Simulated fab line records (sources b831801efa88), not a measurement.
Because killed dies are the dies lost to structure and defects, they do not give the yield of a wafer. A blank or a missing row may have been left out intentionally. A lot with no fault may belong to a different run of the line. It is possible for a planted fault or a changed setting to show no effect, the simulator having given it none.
Matching of chambers    flow gf180mcu    GF_V2_CMP_26 on cmp-01: 4 sister chambers
The step polishes, stops on SiO2, t overpolish 15 s, target thk 0 nm. 7 wafers are shown with their chamber, then 7 later ones without.

## WAFERS WITH THEIR CHAMBER
wafer   chamber  motor current A (A)  time to endpoint s (s)
L784.2  3        10.5                 82
L795.1  2        11.7                 82
L795.5  1        12.7                 77
L797.5  1        12.7                 82
L797.6  0        9.7                  77
L798.2  3        10.4                 88
L798.4  0        9.7                  78

## WAFERS WITH NO CHAMBER GIVEN
wafer   motor current A (A)  time to endpoint s (s)
L798.5  9.8                  84
L799.2  11.8                 82
L799.4  10.8                 85
L799.5  10.6                 84
L800.3  10.4                 76
L800.4  12.3                 80
L800.5  10.8                 87

## WHICH CHAMBER EACH WENT THROUGH
wafer    from the rows above   in truth
L798.5   0                     0
L799.2   2                     2
L799.4   3                     3
L799.5   3                     3
L800.3   3                     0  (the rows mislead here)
L800.4   1                     1
L800.5   3                     3
Placed correctly: 6 of 7. Left unplaced by these rows: 0. Number placed wrongly: 1.
How it was worked out, from the rows above alone: a wafer's distance from a chamber is the root of the sum, over the readings, of the square of ((its reading less the chamber's mean) divided by the reading's scatter). The wafer belongs to the nearest chamber; if the next one is less than 2 further off, it can't be placed. For every chamber, the mean is computed from those of its wafers that are shown. How the scatter is found: for the shown wafers, subtract from each reading the mean of its chamber, square and add these, divide the total by (wafers less chambers), then take the root.
